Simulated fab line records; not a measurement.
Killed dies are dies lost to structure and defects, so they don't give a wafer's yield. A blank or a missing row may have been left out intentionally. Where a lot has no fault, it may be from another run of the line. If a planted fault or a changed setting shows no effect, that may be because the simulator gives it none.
What tool caused it? -- flow sky130 -- 14 lots, 42 wafers sampled, at 2 steps of a route of 708

WHAT THE GAUGES SHOWED, per wafer
SKY_PASSIVATION_THK_MEAS_01. Usual: PASSIVATION_CVD_00_THK typically reads 89.9 nm, with standard deviation 1.1.
lot,measured,on,PASSIVATION_CVD_00_THK (nm),flag
L186,day 43 22:40,filmMetro-03,89.7 92.3 93.1,
L188,day 44 16:35,filmMetro-02,90.1 88.7 91.0,
L189,day 45 03:15,filmMetro-01,88.6 90.2 90.5,
L190,day 45 10:58,filmMetro-01,89.4 90.0 90.9,
L194,day 46 05:50,filmMetro-02,88.8 91.6 91.0,
L196,day 46 20:55,filmMetro-01,90.1 91.1 90.6,
L197,day 46 22:45,filmMetro-03,88.4 88.0 89.6,
L198,day 47 07:59,filmMetro-02,89.9 91.4 90.3,
L203,day 48 12:12,filmMetro-01,89.7 89.6 91.9,
L204,day 48 16:51,filmMetro-02,89.3 90.9 90.2,
L205,day 48 20:38,filmMetro-01,88.0 88.9 89.5,
L206,day 48 22:33,filmMetro-03,89.6 89.8 90.0,
L208,day 49 16:14,filmMetro-02,89.7 90.3 91.6,
L209,day 50 00:53,filmMetro-03,87.8 91.4 91.6,

WHAT TOOL EACH LOT RAN ON (gives the tool, then ch and the chambers of the sampled wafers, and finally the start)
lot,SKY_VIA3_ETCH_14
L186,"rieDiel-03 ch 1,3, day 39 16:16"
L188,"rieDiel-01 ch 1,2,3, day 40 12:10"
L189,"rieDiel-03 ch 2,3, day 41 00:43"
L190,"rieDiel-01 ch 0,3, day 41 08:31"
L194,"rieDiel-01 ch 0,2, day 42 05:55"
L196,"rieDiel-02 ch 0,2,3, day 43 01:16"
L197,"rieDiel-02 ch 0,1, day 43 02:22"
L198,"rieDiel-02 ch 0,1,2, day 43 12:13"
L203,"rieDiel-03 ch 0,1, day 44 20:40"
L204,"rieDiel-03 ch 2,3, day 45 02:19"
L205,"rieDiel-02 ch 1,3, day 45 05:31"
L206,"rieDiel-02 ch 0,2,3, day 45 07:01"
L208,"rieDiel-01 ch 0,1, day 46 04:52"
L209,"rieDiel-02 ch 1,2,3, day 46 14:37"
- SKY_VIA3_ETCH_14: etches BARC in N2/H2, stops on SiO2, time 45.9 s, target depth 60 nm.

AS READ BY THE TOOLS THEMSELVES (means over the sampled wafers that have a number; for cases with no such wafer, the mark the record gives instead)
SKY_VIA3_ETCH_14. Usual: drypumpMotorCurrentA 5.9 A, standard deviation 0.34; h2FlowSccm 200.0 sccm, standard deviation 0.63; oesProductAu 0.855 a.u., standard deviation 0.0048; throttleValvePct 13.225 %, standard deviation 0.0084.
lot,tool,drypumpMotorCurrentA (A),h2FlowSccm (sccm),oesProductAu (a.u.),throttleValvePct (%),flag
L186,rieDiel-03,6.0,201.1,0.855,13.227,
L188,rieDiel-01,5.6,199.8,0.853,13.228,
L189,rieDiel-03,5.5,200.3,0.854,13.227,
L190,rieDiel-01,5.8,200.3,0.855,13.227,
L194,rieDiel-01,5.5,200.5,0.853,13.221,
L196,rieDiel-02,5.9,200.1,0.856,13.224,
L197,rieDiel-02,5.9,199.6,0.859,13.224,
L198,rieDiel-02,5.8,200.0,0.856,13.232,
L203,rieDiel-03,6.3,199.7,0.858,13.226,
L204,rieDiel-03,5.8,199.7,0.858,13.230,
L205,rieDiel-02,6.1,200.2,0.854,13.222,
L206,rieDiel-02,5.9,200.5,0.854,13.223,
L208,rieDiel-01,5.5,200.3,0.854,13.226,
L209,rieDiel-02,6.0,199.8,0.855,13.219,

THE ANSWER, worked out from the rows above alone
Rule: a lot is off if the mean of its wafers that have a number lies more than 3 standard deviations from the usual mean. Also off: a lot with no number at a reading for which 4 or more lots have one. The other lots that the step has rows for count as sound. Order of review: gauges by route order, followed by the tools' own readings, for which a lot's mean as printed above is used. At the first step where some lot is off, the reading lying furthest off is the one used; lots without a number count as furthest.
No lot is off on any of the readings shown, so nothing can be concluded from this.

WHAT THE SIMULATOR HAD INSERTED
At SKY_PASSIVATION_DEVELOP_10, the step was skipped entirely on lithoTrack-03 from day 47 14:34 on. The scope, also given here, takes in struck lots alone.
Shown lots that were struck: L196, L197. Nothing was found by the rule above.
